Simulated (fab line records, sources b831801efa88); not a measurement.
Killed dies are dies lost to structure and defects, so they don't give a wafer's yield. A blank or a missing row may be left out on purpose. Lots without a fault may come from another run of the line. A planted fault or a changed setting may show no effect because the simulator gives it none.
fab line records | flow sky130
record lots=5 wafers=15 last_day=49
route steps=708 shown CONTACT@412 METAL1@434 PAD_OPEN@708
lots that met no fault: from a run of the same line without faults
start_h: hours from the record's first day to the start of the lot's first wafer shown | wait_h: hours since the lot's step before | " the same as in the row above | L1.1+2: a row that stands for several wafers | - no value, or no start given | * or withheld: withheld | < > ~ a bound
route shown NAME@n: a module of which the file shows steps, and the number in the route of the first | usual: mean/standard deviation of fault-free wafers | same: alike in all rows | chamber/n: place in a boat | sites: the reading at each site | _std_site: their standard deviation | _edge_site: outer sites' mean less inner sites' | radius_mm: how far each site lies from the wafer's centre | mask NAME#n: copy n | behind: the tool/chamber that last shaped the wafer | hold: why the lot was held/for how many hours/how that ended | device: the transistor (n, p or np) that didn't switch | end of line: the same wafers' tests at the end of the route | a step without rows: its recipe alone | killed: dies lost to structure and defects at the first sort, not the wafer's yield | map: a wafer's dies, x killed, . not, _ none there
set.NAME: the setting as run; set.NAME@STEP: as run at that earlier step | model.NAME: the simulator's own value behind a step, which no gauge read
lots at some steps of the route; a table a step, a row a wafer
services: from which hour (start_h, from the record's first day; less than 0 if before it) a tool's chamber was out of use, for how many hours, and why
## steps
# step SKY_CONTACT_DEHYDRATE_06
# recipe temp_c=200 time_s=60
# step SKY_CONTACT_HMDS_07
# recipe prime_time_s=60 prime_temp_c=120
# step SKY_CONTACT_COAT_08
# recipe resist=BARC temp_c=withheld time_s=withheld spin_rpm=3000 resist_thk_nm=60
# step SKY_CONTACT_COAT_09
# recipe resist=KrF-thick spin_rpm=3000 resist_thk_nm=450
# step SKY_CONTACT_SOFTBAKE_10
# recipe temp_c=100 time_s=90 resist=KrF-thick
# step SKY_CONTACT_EXPOSE_11
# recipe mask_id=CTM1 na=0.8 source_shape=annular sigma_inner=0.55 sigma_outer=0.85 target_cd_nm=170 dose_mj=38
# step SKY_CONTACT_PEB_12
# recipe peb_temp_c=withheld peb_time_s=withheld resist=KrF-thick
# step SKY_CONTACT_DEVELOP_13
# recipe develop_time_s=60 resist=KrF-thick dev_temp_c=21
# step SKY_CONTACT_ETCH_16
# recipe chemistry=N2/H2 target=BARC ion_energy_ev=200 source_w=500 bias_w=100 pressure_mtorr=30 n2_flow_sccm=100 h2_flow_sccm=200 stop_on=SiO2 time_s=45.9 target_depth_a=600
# step SKY_CONTACT_ETCH_17
# recipe target=SiO2 chemistry=C4F8/O2/Ar stop_on=Si3N4 mask_material=KrF-thick source_w=1500 bias_w=1200 pressure_mtorr=40 c4f8_flow_sccm=withheld O2_flow_sccm=6 Ar_flow_sccm=300 time_s=withheld target_depth_a=3400
# step SKY_CONTACT_ETCH_18
# recipe target=Si3N4 chemistry=CHF3/O2 stop_on=TiN source_w=600 bias_w=200 pressure_mtorr=40 chf3_flow_sccm=50 O2_flow_sccm=5 time_s=39 target_depth_a=750
# usual chamber_pressure_mTorr=40.00/0.037 drypump_motor_current_A=5.6/0.49 oes_product_au=0.856/0.0079 throttle_valve_pct=8.793/0.0086
# columns lot.wafer tool chamber start_h wait_h chamber_pressure_mTorr drypump_motor_current_A oes_product_au rf_hours_counter_h throttle_valve_pct
L746.1 rie_diel-01 1 773 - 40.02 5.7 0.856 6 8.811
L746.2 " 0 " " 39.97 5.3 0.858 10 8.798
L746.3 " 2 " " 40.03 5.7 0.863 6 8.784
L758.1 rie_diel-04 3 863 - 39.90 5.9 0.843 20 8.801
L758.4 " 0 " " 40.06 5.7 0.865 4 8.790
L758.5 " 3 " " 40.06 5.9 0.863 - 8.800
L759.2 rie_diel-04 3 865 - 39.94 5.9 0.849 20 8.783
L759.5 " 1 " " 39.96 5.1 0.856 - 8.792
L759.6 " 2 " " 39.98 6.3 0.864 - 8.795
L760.1 rie_diel-04 1 869 - 40.01 5.1 0.859 2 8.800
L760.3 " 2 " " 40.00 6.2 0.848 9 8.785
L760.4 " 3 " " 40.03 5.8 0.862 21 8.788
L761.2 rie_diel-04 3 879 - 40.05 5.9 0.851 21 8.795
L761.3 " 1 " " 40.01 5.1 0.849 2 8.781
L761.5 " 2 " " 39.90 6.2 0.859 - 8.789
# step SKY_CONTACT_STRIP_19
# recipe chemistry=O2/N2 power_w=1400 pressure_mtorr=1500 platen_temp_c=withheld o2_flow_sccm=3000 n2_flow_sccm=300 overash_fraction=0.5
# step SKY_CONTACT_STRIP_20
# recipe chemistry=post_etch_residue_remover time_s=1200 temp_c=72.5
# step SKY_CONTACT_CLEAN_21
# recipe chemistry=IPA time_s=180 temp_c=25
# step SKY_CONTACT_CLEAN_22
# recipe chemistry=O3/DIW dry=n2_spin
# step SKY_CONTACT_SPUTTER_23
# recipe material=TiN target_thk_nm=20 chamber_pressure_pa=5 power_w=4000 time_s=80
# step SKY_CONTACT_CVD_24
# recipe material=W target_thk_nm=340 time_s=102.12 temp_c=400 pressure_torr=40
# step SKY_CONTACT_CMP_27
# recipe stop_on=SiO2 t_overpolish_s=15 down_force_psi=3.5 platen_rpm=60 target_thk_nm=0 pad_velocity_m_s=0.94248
# step SKY_METAL1_SPUTTER_00
# recipe material=Ti target_thk_nm=15 power_w=3000 time_s=10 chamber_pressure_pa=0.4
# step SKY_METAL1_SPUTTER_01
# recipe material=TiN target_thk_nm=20 power_w=6500 time_s=16.7 chamber_pressure_pa=0.4
# step SKY_METAL1_SPUTTER_02
# recipe material=AlCu target_thk_nm=250 power_w=10600 time_s=13.3 chamber_pressure_pa=0.4
# step SKY_METAL1_SPUTTER_03
# recipe material=Ti target_thk_nm=5 power_w=3000 time_s=3.3 chamber_pressure_pa=0.4
# step SKY_METAL1_SPUTTER_04
# recipe material=TiN target_thk_nm=70 power_w=6500 time_s=58.3 chamber_pressure_pa=0.4
# step SKY_METAL1_DEHYDRATE_07
# recipe temp_c=200 time_s=60
# step SKY_METAL1_HMDS_08
# recipe prime_time_s=60 prime_temp_c=120
# step SKY_METAL1_COAT_09
# recipe resist=BARC temp_c=withheld time_s=withheld spin_rpm=3000 resist_thk_nm=60
# step SKY_METAL1_COAT_10
# recipe resist=KrF-thick spin_rpm=3000 resist_thk_nm=450
# step SKY_METAL1_SOFTBAKE_11
# recipe temp_c=100 time_s=90 resist=KrF-thick
# step SKY_METAL1_EXPOSE_12
# recipe mask_id=MM1 na=0.8 source_shape=annular sigma_inner=0.55 sigma_outer=0.85 target_cd_nm=140 dose_mj=28
# step SKY_METAL1_PEB_13
# recipe peb_temp_c=withheld peb_time_s=withheld resist=KrF-thick
# step SKY_METAL1_DEVELOP_14
# recipe develop_time_s=60 resist=KrF-thick dev_temp_c=21
# step SKY_METAL1_DESCUM_17
# recipe chemistry=O2 source_power_w=150 bias_power_w=0 pressure_mtorr=10 temp_c=40 time_s=8
# step SKY_METAL1_ETCH_18
# recipe chemistry=N2/H2 target=BARC ion_energy_ev=200 bias_w=100 pressure_mtorr=30 n2_flow_sccm=100 h2_flow_sccm=200 icp_w=500 stop_on=SiO2 time_s=45.9 target_depth_a=600
# step SKY_METAL1_METAL_ETCH_19
# recipe target_depth_a=3600 stop_on=SiO2 over_etch_frac=0.3 time_s=78 chemistry=Cl2/BCl3 resist_sidewall_deg=88 pressure_mtorr=10 icp_w=900 bias_w=48.5 Cl2_flow_sccm=60 bcl3_flow_sccm=30
# step SKY_PAD_OPEN_PROBE_99
# usual killed_at_M0_to_M3=42/6.8 killed_at_M4_up=3.2/1.8 killed_at_contacts=25/5.4 killed_at_front_end=15/4.5 killed_at_other=0.3/0.56 killed_dies=85/9.7 killed_open=46/7.1 killed_short=39/6.5
# same gross_dies=492 killed_at_back_side=0
# columns lot.wafer tool chamber start_h wait_h killed_at_M0_to_M3 killed_at_M4_up killed_at_contacts killed_at_front_end killed_at_other killed_dies killed_open killed_short
L759.6 prober-01 - 1174.53 0.2 42 2 66 13 1 124 51 31
L760.1 prober-01 - 1176.23 0.1 42 2 28 17 0 89 41 48
L760.3 prober-01 - 1176.33 0.2 38 6 77 11 1 133 43 43
L760.4 prober-01 - 1176.38 0.2 44 1 26 9 0 80 43 37
L761.5 prober-01 - 1181.62 0.2 35 3 62 20 1 121 44 33
# killed by level:class
L759.6 CONTACT:unspecified=42 CONTACT:geometric_particle:open=10 LI_CONTACT:geometric_particle:open=9 VIA2:geometric_particle:open=8 FIELD_ISO:geometric_particle:open=6 METAL1:geometric_particle:short=6 VIA1:geometric_particle:open=4 METAL2:geometric_particle:short=4
L760.1 CONTACT:geometric_particle:open=9 VIA2:geometric_particle:open=9 FIELD_ISO:geometric_particle:short=7 METAL1:geometric_particle:short=7 LI_CONTACT:geometric_particle:open=6 LOCAL_INTERCONNECT:geometric_particle:short=6 CONTACT:geometric_particle:short=6 POLY_GATE:geometric_particle:short=4
L760.3 CONTACT:unspecified=47 LOCAL_INTERCONNECT:geometric_particle:short=9 VIA2:geometric_particle:open=9 CONTACT:geometric_particle:open=8 VIA3:geometric_particle:short=7 LI_CONTACT:geometric_particle:open=6 VIA1:geometric_particle:open=6 METAL4:geometric_particle:short=5
L760.4 VIA1:geometric_particle:open=10 LOCAL_INTERCONNECT:geometric_particle:short=7 CONTACT:geometric_particle:open=7 METAL1:geometric_particle:open=7 METAL1:geometric_particle:short=6 VIA3:geometric_particle:open=6 METAL2:geometric_particle:short=5 FIELD_ISO:geometric_particle:short=4
L761.5 CONTACT:unspecified=44 FIELD_ISO:geometric_particle:open=7 METAL1:geometric_particle:short=6 LI_CONTACT:geometric_particle:open=6 VIA1:geometric_particle:open=6 VIA2:geometric_particle:open=6 VIA3:geometric_particle:open=6 POLY_GATE:geometric_particle:short=5
# map L759.6 (x killed, . not)
__________xxxxxxx..._________
________xxxxxxxxx....._______
______.x..xxxxxxxx...x.._____
_____.....xxxxxx....x....____
____....x.xxxxxxx.x.....x.___
___.x.x.x.xxxxxx...xxxx...x__
__x.......xx.xxx............_
_....x.....xx.xx....x........
_xxxx...x...x..........x....x
_..xx.....xx.....x...........
_.....x..x..x....x.x.........
_.x.....x.......xx...........
_...x..............x...x.....
_....x....x...............xx.
_....x..x........x.x.........
__x........................._
___..xx.....x............x.__
____...x.....x.x.....x....___
_____.x......x...x.......____
______..x..x.x......x.x._____
________...x........x._______
__________..xx..x..._________
# map L760.3 (x killed, . not)
__________xxxxxxx..._________
________xxxxxxxxxx.x.._______
______..xxxxxxxxxx......_____
_____....xxxxxxxxxx.xx...____
____.xx..xxxxxxxx.x....xx.___
___.....x..xxxxxx......x...__
__...x.xxx...........x......_
_..x......x..x.............x.
_..x...x.x.....x............x
_...xx....x...........x.x....
_......x...x......x........x.
_x..x.......x.........x....x.
_..xx......x....x............
_.xxx......x.x.xxxx.x........
_..x...........x.........xx..
__..xx...............x...x.._
___x....x...x........xx....__
____x..x..x....x......x...___
_____.x...xx.......xx....____
______......x.x........x_____
________.x.x.x..x....._______
__________.........._________
## services
# columns tool chamber start_h hours kind
rie_diel-04 1 753.92 - clean
rie_diel-04 1 753.92 33.5 scheduled_down
rie_diel-04 1 753.92 33.5 vent_cycle
rie_diel-04 1 789.75 18.6 repair
rie_diel-04 3 794.01 5.3 repair
## key
first_sign step=SKY_PAD_OPEN_PROBE_99 reading=killed_at_contacts direction=up sigmas=7.9 usual=25 struck=68
effect step=SKY_PAD_OPEN_PROBE_99 reading=killed_dies direction=up sigmas=4.2 usual=85 struck=126
met_at SKY_CONTACT_ETCH_18
struck_wafers L759.6,L760.3,L761.5
tester_left_out L759,L760,L761
fault kind=chamber_particle_source tool=rie_diel-04 chamber=2 onset_h=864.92 steps=SKY_CONTACT_ETCH_18 rate_per_visit_cm2=0.77235 end_h=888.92
# tester_left_out: of these lots the tester's yield and bins aren't shown, on N5 and GAA mostly nor the transistor test; their killed dies are dies lost to structure and defects alone, not to doping, threshold or leakage, so they don't give the yield
